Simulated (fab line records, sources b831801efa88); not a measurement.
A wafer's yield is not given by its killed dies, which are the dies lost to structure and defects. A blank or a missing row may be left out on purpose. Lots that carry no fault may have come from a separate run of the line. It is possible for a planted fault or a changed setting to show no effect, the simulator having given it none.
8D (eight disciplines) problem report, filled in by code -- flow sky130 -- the parts of the form that need people (team, actions taken, sign-off) are left out

## 1. WHAT IS WRONG
VIA2_HDPCVD_THK at SKY_VIA2_THK_MEAS_01 reads a mean of 1534 nm on 2 wafers of 2 lots; wafers without a fault read 1182 nm with a standard deviation of 15. That puts it +23 standard deviations away from the usual mean.
Seen first at day 39 13:56 on filmMetro-02, wafer L138.4. Wafers with a number at this step in the record: 38, from 13 lots. Rule for "out" (also "out of limits"): further than 4 standard deviations from the usual mean. The rest of the wafers with a number are treated as sound.

## 2. WHAT IT IS; WHAT IT IS NOT
question,is,is not
which readings at this step,VIA2_HDPCVD_THK,-
which lots,"L138, L140","L125, L126, L127, L128, L130, L131, L132, L133, L134, L135, L137"
which wafers of those lots,"L138.4, L140.4","L138.2, L138.5, L140.2"
read on which gauges,"filmMetro-01, filmMetro-02",filmMetro-03
when,from day 39 13:56,up to then (35 sound wafers); but 1 sound wafer of L140 came after

## 3. THE SUSPECTS, EACH WITH WHAT RULES IT OUT
Counting: a tool at a process step up to the reading stays a suspect if it ran every lot that is out. Sound lots after the first of them don't rule it out here, since some wafers of a struck lot are sound.
- the gauge at SKY_VIA2_THK_MEAS_01 has been ruled out. 2 gauges (filmMetro-01, filmMetro-02) read the wafers that are out.
- pvdSputter-02 at SKY_VIA1_SPUTTER_20 (material TiN, target thk 20 nm, time 80 s): kept. Every lot that is out went through it, the first being L138 (day 38 10:32); the last sound lot it ran before that was L134 (day 36 22:35).
- hdpcvd-02 at SKY_VIA2_HDPCVD_00 (deposits SiO2, target thk 1180 nm, time 196.7 s): kept. Every lot that is out went through it, the first being L138 (day 39 13:47); the last sound lot it ran before that was L137 (day 39 10:49).
What counting leaves: pvdSputter-02 at SKY_VIA1_SPUTTER_20 and hdpcvd-02 at SKY_VIA2_HDPCVD_00.

## 4. THE CAUSE (what the simulator had put in)
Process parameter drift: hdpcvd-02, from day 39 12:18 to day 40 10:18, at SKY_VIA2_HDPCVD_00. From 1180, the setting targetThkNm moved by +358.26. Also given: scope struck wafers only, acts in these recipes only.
This tool is one of the 2 suspects left after counting.

## 5. THE EFFECT CHAIN, in route order
Each row: a reading where the mean over the struck wafers with a number is more than 3 standard deviations away from the usual. Readings are gone through only where the record gives a usual standard deviation; hours: the median, over the lots, of the time from a lot's start at the first step in this table giving one to that lot's start at this step; sigmas: the change measured in usual standard deviations.
hours,step,reading,usual,on struck wafers,change,sigmas
0,SKY_VIA2_THK_MEAS_01,VIA2_HDPCVD_THK,1182 nm,1534,+352,+23
Later steps that measure or inspect, where all struck wafers having a row at the step show a number for every such reading and not one has moved that far: SKY_VIA2_RS_MEAS_22.

## 6. WHAT WOULD HAVE CAUGHT IT SOONER
In this record the first reading out of limits at a measuring or inspecting step was taken at day 39 13:56, 2 hours after the fault began at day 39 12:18.
Of the lots that are out (2), L140 began SKY_VIA2_HDPCVD_00 on hdpcvd-02 after day 39 13:56. It would have been spared by a hold on the tool at that moment.
